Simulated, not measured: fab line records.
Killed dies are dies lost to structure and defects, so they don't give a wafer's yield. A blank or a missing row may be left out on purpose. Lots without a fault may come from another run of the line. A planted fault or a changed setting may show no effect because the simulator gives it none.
One fault through the eyes of 2 desks | flow sky130 | each desk holds nothing but its own numbers, with what lay behind them at the end

## AT THE TOOL OWNER'S DESK: hdpcvd-01
The tool's own readings at SKY_VIA3_HDPCVD_00 (deposits SiO2, target thk 1635 nm, time 272.5 s): means of the sampled wafers that have a number, for each lot that ran on this tool. Marked OUT: a lot whose mean sits more than 4 standard deviations from the usual mean, which makes it out of limits; the brackets give that distance.
Columns: A = run-length-s at SKY_VIA3_HDPCVD_00, usual 300.4 s; B = susceptor-temp-C at SKY_VIA3_HDPCVD_00, usual 400.03 C
lot  | first seen here | A               | B
L875 | day 39 00:50    | 300.8           | 400.07
L876 | day 39 09:34    | 300.4           | 399.89
L877 | day 39 21:29    | 313.2 (+29) OUT | 399.97
L881 | day 40 18:01    | 306.6 (+14) OUT | 400.17
L880 | day 40 20:31    | 319.2 (+43) OUT | 399.71
L892 | day 44 06:37    | 300.6           | 400.26
L891 | day 44 12:41    | 300.2           | 399.75
L894 | day 44 15:49    | 300.7           | 400.21
L896 | day 45 06:34    | 300.9           | 400.07
This desk's verdict: out of limits on L877, L880, L881, starting with L877 at day 39 21:29 (run-length-s at SKY_VIA3_HDPCVD_00). In limits: L875, L876, L892, L891, L894, L896.

## FROM THE METROLOGY DESK
Means of the sampled wafers that have a number, per lot and without regard to the tool the lot ran on: this is what the gauges read. Marked OUT: a lot whose mean sits more than 4 standard deviations from the usual mean, which makes it out of limits; the brackets give that distance.
Columns: A = cd-nm at SKY_METAL3_CD_MEAS_13, usual 299.8 nm; B = METAL3_OVL at SKY_METAL3_OVL_MEAS_14, usual -3 nm; C = VIA3_HDPCVD_THK at SKY_VIA3_THK_MEAS_01, usual 1632 nm
lot  | first seen here | A     | B   | C
L874 | day 38 16:55    | 300.7 | -6  | 1626
L875 | day 38 23:47    | 300.4 | -7  | 1620
L876 | day 39 08:29    | 299.8 | -11 | 1619
L877 | day 39 20:24    | 297.5 | -1  | 1688
L881 | day 40 16:55    | 298.7 | -7  | 1670
L880 | day 40 19:22    | 301.0 | -6  | 1758 (+6.3) OUT
L890 | day 44 01:44    | 299.2 | -2  | 1663
L889 | day 44 02:23    | 300.5 | -0  | 1641
L892 | day 44 05:32    | 301.2 | 3   | 1624
L891 | day 44 11:39    | 297.8 | -8  | 1613
L894 | day 44 14:44    | 300.0 | -2  | 1612
L896 | day 45 05:23    | 297.6 | -2  | 1638
This desk reports L880 out of limits; the earliest was L880 at day 40 20:42 (VIA3_HDPCVD_THK at SKY_VIA3_THK_MEAS_01). In limits: L874, L875, L876, L877, L881, L890, L889, L892, L891, L894, L896.

## TAKEN TOGETHER
The tool owner's desk could have raised an alarm at day 39 21:29, on L877, L880, L881.
An alarm was possible from the metrology desk at day 40 20:42, on L880.
The metrology desk has L877, L881 on record, within its limits.
Of the lots named, all ran SKY_VIA3_HDPCVD_00 on hdpcvd-01.

## WHAT HAD BEEN PUT IN BY THE SIMULATOR
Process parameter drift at SKY_VIA3_HDPCVD_00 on hdpcvd-01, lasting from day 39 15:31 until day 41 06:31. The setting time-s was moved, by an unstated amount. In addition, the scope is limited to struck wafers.
Shown lots that were struck: L877, L880, L881.
Counting hours from when the fault started, the first reading out of limits came at 6 for the tool owner's desk and at 29 for the metrology desk.
